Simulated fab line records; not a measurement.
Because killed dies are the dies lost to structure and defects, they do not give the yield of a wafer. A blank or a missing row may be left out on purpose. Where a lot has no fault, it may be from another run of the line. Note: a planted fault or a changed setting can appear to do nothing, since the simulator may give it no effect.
2 desks looking at one fault | flow sky130 | every desk sees just its own numbers, and what lay behind them comes last

## AT THE TOOL OWNER'S DESK: wet-bench-04
The tool's own readings at SKY_LOCAL_INTERCONNECT_STRIP_16 (strips in post etch residue remover, time 1200 s): means of the sampled wafers that have a number, for each lot that ran on this tool. A lot is out of limits, marked OUT, if its mean lies more than 4 standard deviations from the usual mean; the brackets give that distance.
Columns: A = bath-guard-temp-C at SKY_LOCAL_INTERCONNECT_STRIP_16, usual 72.1 C; B = bath-heat-duty-pct at SKY_LOCAL_INTERCONNECT_STRIP_16, usual 14.4 %
lot  | first seen here | A    | B
L378 | day 30 05:17    | 71.5 | 14.0
L380 | day 31 04:12    | 71.6 | 14.5
L387 | day 33 16:40    | 72.2 | 15.0
L393 | day 35 06:57    | 72.1 | 15.0
L396 | day 36 02:53    | 71.5 | 13.2
L395 | day 36 07:48    | 71.5 | 13.8
L400 | day 37 16:31    | 71.9 | 14.2
L401 | day 37 20:19    | 72.2 | 15.3
This desk's verdict: no lot among the 8 shows anything out of limits.

## METROLOGY DESK
What the gauges read, lot by lot, whatever tool the lot ran on: means of the sampled wafers that have a number. A lot is out of limits, marked OUT, if its mean lies more than 4 standard deviations from the usual mean; the brackets give that distance.
Columns: A = SD_N_RS at SKY_SD_N_RS_MEAS_16, usual 68.56 ohm/sq; B = LOCAL_INTERCONNECT_TIN_THK at SKY_LOCAL_INTERCONNECT_THK_MEAS_02, usual 99.5 nm; C = LOCAL_INTERCONNECT_OVL at SKY_LOCAL_INTERCONNECT_OVL_MEAS_12, usual 0 nm
lot  | first seen here | A     | B     | C
L378 | day 27 16:44    | 68.66 | 98.5  | -5
L380 | day 28 17:58    | 68.68 | 100.8 | 1
L382 | day 29 02:29    | 68.70 | 99.4  | -3
L383 | day 29 17:46    | 68.53 | 99.9  | -2
L385 | day 30 12:41    | 68.58 | 99.4  | 4
L387 | day 31 07:18    | 68.45 | 99.2  | -2
L392 | day 32 19:59    | 68.77 | 101.4 | -5
L393 | day 32 23:19    | 68.52 | 98.5  | -4
L394 | day 33 10:32    | 68.67 | 99.7  | -5
L396 | day 33 19:37    | 68.36 | 100.7 | -3
L395 | day 34 00:07    | 68.63 | 100.4 | -2
L397 | day 34 15:55    | 68.36 | 100.2 | 2
L400 | day 35 08:35    | 68.51 | 100.9 | -5
L401 | day 35 12:02    | 68.49 | 98.3  | -11
This desk's verdict: no lot among the 14 shows anything out of limits.

## BROUGHT TOGETHER
Nothing out of limits was seen by the tool owner's desk.
Nothing out of limits was seen by the metrology desk.

## WHAT WAS PUT IN BY THE SIMULATOR
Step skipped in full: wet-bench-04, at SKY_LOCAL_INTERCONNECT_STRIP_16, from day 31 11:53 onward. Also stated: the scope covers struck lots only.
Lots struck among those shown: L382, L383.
